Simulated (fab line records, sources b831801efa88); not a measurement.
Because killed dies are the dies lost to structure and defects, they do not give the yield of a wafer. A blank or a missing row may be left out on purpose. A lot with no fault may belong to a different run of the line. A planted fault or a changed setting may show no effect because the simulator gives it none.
Which tool was responsible? ; flow gf180mcu ; 13 lots with 39 wafers sampled at 5 steps, on a route of 602 steps

WHAT THE GAUGES READ, wafer by wafer
GF_NWELL_OVL_MEAS_07.
lot;measured;on;NWELL_OVL (nm)
L792;day 3 07:48;overlay-01;-1.8 -1.0 -0.8
L794;day 3 18:23;overlay-02;-2.9 -2.3 -0.6
L795;day 3 23:20;overlay-02;-0.1 -0.7 -1.4
L796;day 4 04:45;overlay-01;0.9 2.3 -0.2
L797;day 4 11:23;overlay-01;-0.8 -0.1 0.9
L798;day 4 15:03;overlay-02;0.8 0.5 0.7
L803;day 5 21:05;overlay-01;1.6 1.2 1.4
L804;day 6 01:46;overlay-02;0.1 -0.2 -0.2
L808;day 7 00:11;overlay-01;1.7 1.0 0.1
L810;day 7 10:41;overlay-02;0.6 2.2 2.0
L811;day 7 15:27;overlay-02;0.5 -1.9 -1.0
L812;day 7 22:46;overlay-02;2.2 -0.2 -0.6
L815;day 8 14:24;overlay-02;1.3 1.2 -0.3

GF_VT_IMPLANT_RS_MEAS_46: a four-point-probe measurement.
lot;measured;on;MVSD_RS (ohm/sq)
L792;day 7 14:38;film-metro-04;458.4 458.4 457.3
L794;day 8 01:45;film-metro-03;456.6 455.4 455.4
L795;day 8 07:54;film-metro-01;456.7 455.9 454.8
L796;day 8 16:26;film-metro-04;459.1 458.2 457.2
L797;day 9 00:23;film-metro-01;455.8 456.6 455.3
L798;day 9 03:44;film-metro-04;458.1 458.2 457.7
L803;day 10 18:46;film-metro-03;469.8 469.4 468.8
L804;day 11 01:02;film-metro-04;471.0 472.1 470.8
L808;day 12 05:59;film-metro-04;455.7 458.1 455.7
L810;day 12 18:26;film-metro-03;455.8 457.7 456.7
L811;day 13 01:14;film-metro-03;456.7 456.2 456.5
L812;day 13 08:49;film-metro-04;458.0 457.3 457.3
L815;day 14 03:28;film-metro-04;458.8 457.8 459.0

GF_POLY_GATE_THK_MEAS_17.
lot;measured;on;POLY_GATE_OXIDATION_THK (nm)
L792;day 9 08:11;film-metro-02;3.82 3.76 3.77
L794;day 9 20:53;film-metro-02;4.02 4.03 4.00
L795;day 10 02:52;film-metro-02;3.94 3.99 3.92
L796;day 10 13:10;film-metro-02;3.93 3.97 3.96
L797;day 10 19:45;film-metro-02;4.00 3.99 3.92
L798;day 10 23:34;film-metro-02;4.03 4.00 4.08
L803;day 12 17:02;film-metro-02;4.00 4.01 3.96
L804;day 13 00:02;film-metro-01;4.17 4.01 4.15
L808;day 14 07:25;film-metro-02;3.95 3.97 3.95
L810;day 14 18:49;film-metro-02;4.21 4.20 4.07
L811;day 15 02:53;film-metro-01;4.08 4.06 4.02
L812;day 15 09:07;film-metro-02;3.93 4.06 4.02
L815;day 16 08:02;film-metro-02;4.09 3.97 3.97

EACH LOT AND THE TOOL THAT RAN IT (in order: tool; ch and the chambers of the sampled wafers; start)
lot;GF_MVSD_IMPLANT_08;GF_VT_IMPLANT_STRIP_09
L792;implanter-03 ch 0, day 4 10:56;plasma-asher-03 ch 0,1, day 5 16:13
L794;implanter-01 ch 0, day 4 21:30;plasma-asher-03 ch 0,1, day 6 02:35
L795;implanter-03 ch 0, day 5 02:40;plasma-asher-03 ch 0,1, day 6 08:02
L796;implanter-01 ch 0, day 5 09:17;plasma-asher-04 ch 0,1, day 6 15:02
L797;implanter-02 ch 0, day 5 16:26;plasma-asher-04 ch 0,1, day 6 22:38
L798;implanter-02 ch 0, day 5 19:41;plasma-asher-02 ch 0,1, day 7 02:34
L803;implanter-01 ch 0, day 7 04:41;plasma-asher-02 ch 0,1, day 8 14:04
L804;implanter-01 ch 0, day 7 08:50;plasma-asher-02 ch 0,1, day 8 18:43
L808;implanter-03 ch 0, day 8 08:44;plasma-asher-02 ch 0,1, day 9 20:35
L810;implanter-02 ch 0, day 8 20:37;plasma-asher-03 ch 0,1, day 10 08:40
L811;implanter-03 ch 0, day 9 02:02;plasma-asher-03 ch 0,1, day 10 15:05
L812;implanter-03 ch 0, day 9 09:23;plasma-asher-02 ch 0,1, day 10 22:13
L815;implanter-02 ch 0, day 10 01:31;plasma-asher-02 ch 0,1, day 11 14:53
- GF_MVSD_IMPLANT_08
- GF_VT_IMPLANT_STRIP_09: strips in O2/N2.

AS READ BY THE TOOLS THEMSELVES (means over the sampled wafers that have a number; for cases with no such wafer, the mark the record gives instead)
GF_MVSD_IMPLANT_08.
lot;tool;dose-ions-cm2
L792;implanter-03;1.5998e+13
L794;implanter-01;1.6020e+13
L795;implanter-03;1.6008e+13
L796;implanter-01;1.6004e+13
L797;implanter-02;1.6026e+13
L798;implanter-02;1.5985e+13
L803;implanter-01;1.5071e+13
L804;implanter-01;1.5038e+13
L808;implanter-03;1.5995e+13
L810;implanter-02;1.6003e+13
L811;implanter-03;1.5954e+13
L812;implanter-03;1.6009e+13
L815;implanter-02;1.5997e+13

GF_VT_IMPLANT_STRIP_09.
lot;tool;drypump-motor-current-A (A);heater-power-w (W);oes-product-au (a.u.);strip-time-to-endpoint-s (s)
L792;plasma-asher-03;6.06;332;0.720;12.63
L794;plasma-asher-03;5.98;332;0.719;12.61
L795;plasma-asher-03;6.07;328;0.715;12.62
L796;plasma-asher-04;5.49;306;0.713;12.70
L797;plasma-asher-04;5.64;289;0.715;12.67
L798;plasma-asher-02;6.18;352;0.714;12.60
L803;plasma-asher-02;6.10;336;0.715;12.60
L804;plasma-asher-02;6.11;337;0.717;12.68
L808;plasma-asher-02;6.07;336;0.717;12.60
L810;plasma-asher-03;6.07;326;0.716;12.62
L811;plasma-asher-03;6.01;340;0.717;12.62
L812;plasma-asher-02;6.10;337;0.717;12.66
L815;plasma-asher-02;6.10;335;0.721;12.63

THE ANSWER, worked out from the rows above alone
Rule: the usual values come from the lots themselves. The widest of any qualifying gaps counts: lots, ordered by their means at a reading, are off when they make up no more than a third of the lots, leave a main group of 4 or more, and stand apart from it by 3 or more times the standard deviation of that group's means. If all means in a main group match to the digits the tables above print for the reading, that group is not used. Also off: a lot with no number at a reading for which 4 or more lots have one. Any other lot the step has rows for is counted as sound. First the gauges in route order, then the tools' own readings, where a lot's mean is used as printed above. At the first step where some lot is off, the reading lying furthest off is the one used; lots without a number count as furthest.
Off: L803, L804, at GF_VT_IMPLANT_RS_MEAS_46 (MVSD_RS). Main group: mean 457.0 ohm/sq, sd 0.99.
A tool fits if, at a process step before that reading, it ran every lot that is off, and no sound lot after the first of them. Not tried: the gauges at GF_VT_IMPLANT_RS_MEAS_46; whatever is off there is also off at GF_MVSD_IMPLANT_08, on other tools, and gauge error can't account for it. One candidate fits, namely implanter-01 at GF_MVSD_IMPLANT_08. A fault onset in the window from L796 (day 5 09:17, its last sound lot) to L803 (day 7 04:41, its first lot off) fits.
The tool's own readings at GF_MVSD_IMPLANT_08 bear it out: on the lots that are off they differ by more than 5 times the standard deviation of the sound lots' means. dose-ions-cm2 reads 1.5054e+13 there against 1.6000e+13 on the sound lots.

WHAT THE SIMULATOR PUT IN
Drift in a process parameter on implanter-01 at GF_MVSD_IMPLANT_08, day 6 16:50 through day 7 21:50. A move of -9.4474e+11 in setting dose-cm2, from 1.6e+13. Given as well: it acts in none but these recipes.
Struck lots among those shown: L803, L804. The same result came from the rule above.
